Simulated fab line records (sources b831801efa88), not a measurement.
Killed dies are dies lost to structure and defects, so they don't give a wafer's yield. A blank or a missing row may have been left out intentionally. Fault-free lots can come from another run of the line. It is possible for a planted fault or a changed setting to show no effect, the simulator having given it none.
Which of the tools did it?	flow gf180mcu	Sampling: 15 lots, 45 wafers, 5 of 602 route steps

## WHAT EACH GAUGE READ, for each wafer
GF_LVPWELL_TW_MEAS_11.
lot	measured	on	LVPWELL_TW
L540	day 3 23:17	filmMetro-03	549 555 551
L542	day 4 08:09	filmMetro-02	557 557 561
L544	day 4 19:29	filmMetro-01	30 30 30
L545	day 5 02:35	filmMetro-01	30 30 30
L546	day 5 08:37	filmMetro-03	30 30 30
L551	day 6 13:35	filmMetro-02	557 563 561
L553	day 7 02:17	filmMetro-01	559 559 556
L555	day 7 11:58	filmMetro-02	560 558 558
L556	day 7 18:38	filmMetro-01	561 560 559
L557	day 8 07:00	filmMetro-02	557 557 560
L558	day 8 07:15	filmMetro-02	559 559 559
L559	day 8 12:37	filmMetro-01	567 565 563
L561	day 9 00:00	filmMetro-01	560 557 558
L562	day 9 05:31	filmMetro-02	559 555 556
L563	day 9 11:38	filmMetro-01	562 560 559

GF_VT_IMPLANT_TW_MEAS_10.
lot	measured	on	VT_IMPLANT_TW
L540	day 5 17:21	filmMetro-03	565 562 564
L542	day 6 02:56	filmMetro-04	568 566 566
L544	day 6 15:42	filmMetro-01	562 560 559
L545	day 6 21:52	filmMetro-01	561 562 563
L546	day 7 05:07	filmMetro-04	570 572 568
L551	day 8 14:17	filmMetro-01	566 567 566
L553	day 9 03:07	filmMetro-01	563 560 560
L555	day 9 15:18	filmMetro-03	559 560 563
L556	day 9 21:29	filmMetro-03	560 561 562
L557	day 10 11:56	filmMetro-01	563 560 564
L558	day 10 12:43	filmMetro-03	560 564 558
L559	day 10 17:23	filmMetro-04	570 571 569
L561	day 11 06:08	filmMetro-04	570 569 570
L562	day 11 12:51	filmMetro-03	557 559 559
L563	day 11 19:17	filmMetro-04	568 569 569

## WHICH TOOL RAN EACH LOT (tool, then ch and the chambers of the sampled wafers, then the start)
lot	GF_STI_ETCH_13	GF_NWELL_STRIP_10	GF_LVPWELL_STRIP_10
L540	rieDiel-02 ch 0,1,3, day 2 04:04	plasmaAsher-04 ch 0, day 3 10:11	plasmaAsher-01 ch 0, day 3 23:11
L542	rieDiel-04 ch 0,2, day 2 12:40	plasmaAsher-04 ch 0,1, day 3 18:08	plasmaAsher-01 ch 0,1, day 4 08:02
L544	rieDiel-02 ch 0,2,3, day 2 21:40	plasmaAsher-04 ch 0,1, day 4 04:47	plasmaAsher-04 ch 0,1, day 4 19:22
L545	rieDiel-01 ch 2,3, day 3 03:53	plasmaAsher-04 ch 1, day 4 11:29	plasmaAsher-04 ch 0,1, day 5 02:28
L546	rieDiel-02 ch 0,1, day 3 10:19	plasmaAsher-04 ch 0,1, day 4 18:02	plasmaAsher-01 ch 0,1, day 5 08:32
L551	rieDiel-04 ch 1,2,3, day 4 12:28	plasmaAsher-04 ch 0,1, day 5 22:09	plasmaAsher-01 ch 0,1, day 6 13:28
L553	rieDiel-01 ch 0,1, day 4 20:46	plasmaAsher-02 ch 0,1, day 6 11:30	plasmaAsher-04 ch 0,1, day 7 02:10
L555	rieDiel-01 ch 1,2,3, day 5 07:31	plasmaAsher-04 ch 0,1, day 6 19:51	plasmaAsher-04 ch 0,1, day 7 11:51
L556	rieDiel-04 ch 0,1,3, day 5 11:13	plasmaAsher-03 ch 0,1, day 7 02:21	plasmaAsher-04 ch 0,1, day 7 18:31
L557	rieDiel-01 ch 0,1,3, day 5 20:13	plasmaAsher-03 ch 0,1, day 7 13:27	plasmaAsher-02 ch 0,1, day 8 06:54
L558	rieDiel-02 ch 0,2,3, day 5 23:14	plasmaAsher-04 ch 0,1, day 7 13:48	plasmaAsher-04 ch 0,1, day 8 07:08
L559	rieDiel-04 ch 0,1,2, day 6 03:07	plasmaAsher-04 ch 0,1, day 7 19:42	plasmaAsher-01 ch 0,1, day 8 12:31
L561	rieDiel-02 ch 1,2, day 6 15:37	plasmaAsher-02 ch 0,1, day 8 06:26	plasmaAsher-02 ch 0,1, day 8 23:53
L562	rieDiel-04 ch 0,1,3, day 6 23:10	plasmaAsher-04 ch 0,1, day 8 12:59	plasmaAsher-02 ch 0,1, day 9 05:26
L563	rieDiel-04 ch 2,3, day 7 04:01	plasmaAsher-04 ch 0,1, day 8 18:41	plasmaAsher-01 ch 0,1, day 9 11:32
- GF_STI_ETCH_13: etches the open film in CHF3/O2, stops on Si, target depth 282.31 nm, time 112.9 s.
- GF_NWELL_STRIP_10: strips in O2/N2.
- GF_LVPWELL_STRIP_10: strips in O2/N2.

## AS READ BY THE TOOLS THEMSELVES (means over the sampled wafers that have a number; for cases with no such wafer, the mark the record gives instead)
GF_STI_ETCH_13.
lot	tool	drypumpMotorCurrentA (A)	oesProductAu (a.u.)	throttleValvePct (%)
L540	rieDiel-02	6.0	0.835	8.794
L542	rieDiel-04	5.7	0.837	8.809
L544	rieDiel-02	6.2	0.830	8.808
L545	rieDiel-01	5.7	0.832	8.808
L546	rieDiel-02	6.3	0.837	8.807
L551	rieDiel-04	5.7	0.846	8.821
L553	rieDiel-01	5.5	0.842	8.807
L555	rieDiel-01	5.7	0.834	8.813
L556	rieDiel-04	6.0	0.832	8.815
L557	rieDiel-01	5.7	0.832	8.815
L558	rieDiel-02	6.2	0.829	8.804
L559	rieDiel-04	5.8	0.833	8.804
L561	rieDiel-02	6.2	0.831	8.812
L562	rieDiel-04	6.0	0.829	8.805
L563	rieDiel-04	5.8	0.839	8.814

GF_NWELL_STRIP_10.
lot	tool	chamberPressureMTorr (mTorr)	drypumpMotorCurrentA (A)	heaterPowerW (W)	oesProductAu (a.u.)	stripTimeToEndpointS (s)
L540	plasmaAsher-04	1500.9	5.2	278	0.725	36.92
L542	plasmaAsher-04	1501.2	5.6	303	0.719	36.97
L544	plasmaAsher-04	-	-	-	-	-
L545	plasmaAsher-04	-	-	-	-	-
L546	plasmaAsher-04	-	-	-	-	-
L551	plasmaAsher-04	1499.6	5.6	305	0.721	36.95
L553	plasmaAsher-02	1499.3	5.7	314	0.723	37.08
L555	plasmaAsher-04	1499.2	5.4	289	0.726	37.03
L556	plasmaAsher-03	1501.2	5.6	372	0.720	36.97
L557	plasmaAsher-03	1499.5	5.8	331	0.725	36.98
L558	plasmaAsher-04	1499.5	5.4	292	0.723	37.03
L559	plasmaAsher-04	1500.8	5.6	301	0.725	36.94
L561	plasmaAsher-02	1501.9	5.7	312	0.721	37.07
L562	plasmaAsher-04	1499.6	5.4	291	0.721	37.02
L563	plasmaAsher-04	1499.4	5.6	300	0.715	36.85

GF_LVPWELL_STRIP_10.
lot	tool	chamberPressureMTorr (mTorr)	drypumpMotorCurrentA (A)	heaterPowerW (W)	oesProductAu (a.u.)	stripTimeToEndpointS (s)
L540	plasmaAsher-01	1500.5	6.2	306	0.724	36.96
L542	plasmaAsher-01	1500.9	5.5	326	0.724	36.95
L544	plasmaAsher-04	1498.5	5.6	301	0.741	81.07
L545	plasmaAsher-04	1500.5	5.6	298	0.738	81.25
L546	plasmaAsher-01	1499.9	5.9	315	0.745	81.44
L551	plasmaAsher-01	1501.2	5.5	327	0.720	36.93
L553	plasmaAsher-04	1500.4	5.4	291	0.724	36.96
L555	plasmaAsher-04	1499.4	5.6	301	0.718	36.97
L556	plasmaAsher-04	1500.9	5.4	292	0.720	36.96
L557	plasmaAsher-02	1499.1	6.1	338	0.722	37.06
L558	plasmaAsher-04	1499.6	5.6	304	0.724	36.91
L559	plasmaAsher-01	1500.9	5.5	323	0.723	37.12
L561	plasmaAsher-02	1499.8	5.7	312	0.716	37.02
L562	plasmaAsher-02	1500.5	5.7	314	0.719	37.07
L563	plasmaAsher-01	1501.6	5.5	334	0.721	36.96

## THE ANSWER, worked out from the rows above alone
Rule: usual is defined by the lots themselves. The widest of any qualifying gaps counts: lots, ordered by their means at a reading, are off when they make up no more than a third of the lots, leave a main group of 4 or more, and stand apart from it by 3 or more times the standard deviation of that group's means. A main group whose means are all the same, to the digits that the tables above print for the reading, isn't used. A lot without any number at a reading at which 4 lots or more have one is off too. Any other lot the step has rows for is counted as sound. The gauges are gone through in route order, then the tools' own readings, and for those a lot's mean is taken as printed above. The first step at which some lot is off is used, and at that step the reading that is off furthest; a lot without a number counts as furthest.
Off: L544, L545, L546, seen at GF_LVPWELL_TW_MEAS_11 (LVPWELL_TW). For the main group the mean is 559 and the standard deviation 2.9.
A tool fits if, at a process step before that reading, it ran every lot that is off, and no sound lot after the first of them. Not tried: the gauges at GF_LVPWELL_TW_MEAS_11; whatever is off there is also off at GF_NWELL_STRIP_10, on other tools, and gauge error can't account for it. No candidate that was tried fits.

## WHAT THE SIMULATOR HAD PUT IN
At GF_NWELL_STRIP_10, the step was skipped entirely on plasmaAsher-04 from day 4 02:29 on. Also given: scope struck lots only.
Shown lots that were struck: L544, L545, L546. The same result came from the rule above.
